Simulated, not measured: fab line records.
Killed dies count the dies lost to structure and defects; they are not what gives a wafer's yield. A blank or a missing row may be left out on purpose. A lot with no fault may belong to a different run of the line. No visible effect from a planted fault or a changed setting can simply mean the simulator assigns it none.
Which tool was responsible? :: flow sfq_line :: 14 lots with 42 wafers sampled at 2 steps, on a route of 325 steps

== WHAT EACH GAUGE READ, for each wafer ==
SFQ_I0_BOW_MEAS_907.
lot: L657
measured: day 11 21:28
on: film_metro-04
I0_BOW (um): 3 -4 -3

lot: L658
measured: day 12 06:30
on: film_metro-04
I0_BOW (um): 12 15 5

lot: L661
measured: day 13 04:41
on: film_metro-03
I0_BOW (um): 15 -7 7

lot: L662
measured: day 13 08:46
on: film_metro-03
I0_BOW (um): 8 6 8

lot: L663
measured: day 13 19:09
on: film_metro-04
I0_BOW (um): 3 -7 -6

lot: L664
measured: day 14 01:04
on: film_metro-03
I0_BOW (um): -2 -4 -1

lot: L665
measured: day 14 10:41
on: film_metro-03
I0_BOW (um): 10 1 8

lot: L666
measured: day 14 15:28
on: film_metro-01
I0_BOW (um): -3 -4 -6

lot: L667
measured: day 15 01:20
on: film_metro-04
I0_BOW (um): -3 1 -3

lot: L669
measured: day 16 03:18
on: film_metro-03
I0_BOW (um): 1 -12 -10

lot: L670
measured: day 16 10:30
on: film_metro-04
I0_BOW (um): 22 6 4

lot: L674
measured: day 18 05:02
on: film_metro-03
I0_BOW (um): -4 -8 16

lot: L679
measured: day 20 06:37
on: film_metro-01
I0_BOW (um): 9 -2 -7

lot: L680
measured: day 20 16:12
on: film_metro-01
I0_BOW (um): 3 3 -1

SFQ_I1_OVL_MEAS_913.
lot: L657
measured: day 22 09:01
on: overlay-02
I1_OVL (nm): 1 5 7

lot: L658
measured: day 24 11:10
on: overlay-02
I1_OVL (nm): -2 -4 0

lot: L661
measured: day 25 13:30
on: overlay-02
I1_OVL (nm): -2 -5 -8

lot: L662
measured: day 25 20:42
on: overlay-02
I1_OVL (nm): 0 -1 4

lot: L663
measured: day 26 12:58
on: overlay-02
I1_OVL (nm): -8 -3 -4

lot: L664
measured: day 26 21:27
on: overlay-01
I1_OVL (nm): -7 -10 -10

lot: L665
measured: day 27 04:31
on: overlay-02
I1_OVL (nm): -8 -2 0

lot: L666
measured: day 27 12:25
on: overlay-01
I1_OVL (nm): 1 2 -2

lot: L667
measured: day 27 19:46
on: overlay-01
I1_OVL (nm): -2 -2 -2

lot: L669
measured: day 28 18:25
on: overlay-01
I1_OVL (nm): 5 6 4

lot: L670
measured: day 29 03:08
on: overlay-01
I1_OVL (nm): 10 9 10

lot: L674
measured: day 31 21:15
on: overlay-01
I1_OVL (nm): 3 5 6

lot: L679
measured: day 34 05:55
on: overlay-01
I1_OVL (nm): 5 -4 -3

lot: L680
measured: day 34 07:06
on: overlay-01
I1_OVL (nm): 0 2 8

== WHAT TOOL EACH LOT RAN ON (gives the tool, then ch and the chambers of the sampled wafers, and finally the start) ==
The record holds no process step before these readings.

== AS READ BY THE TOOLS THEMSELVES (means over the sampled wafers that have a number; for cases with no such wafer, the mark the record gives instead) ==
The record holds no such reading with a usual standard deviation.

== THE ANSWER, worked out from the rows above alone ==
Rule: usual is defined by the lots themselves. The widest of any qualifying gaps counts: lots, ordered by their means at a reading, are off when they make up no more than a third of the lots, leave a main group of 4 or more, and stand apart from it by 3 or more times the standard deviation of that group's means. Not used: any main group whose means are identical at the precision the tables above print for the reading. A lot without any number at a reading at which 4 lots or more have one is off too. Where the step has rows for the other lots, those lots are counted as sound. Order of review: gauges by route order, followed by the tools' own readings, for which a lot's mean as printed above is used. The first step at which some lot is off is used, and at that step the reading that is off furthest; a lot without a number counts as furthest.
No lot is off at any reading shown: from this, nothing can be told.

== WHAT WAS PUT IN BY THE SIMULATOR ==
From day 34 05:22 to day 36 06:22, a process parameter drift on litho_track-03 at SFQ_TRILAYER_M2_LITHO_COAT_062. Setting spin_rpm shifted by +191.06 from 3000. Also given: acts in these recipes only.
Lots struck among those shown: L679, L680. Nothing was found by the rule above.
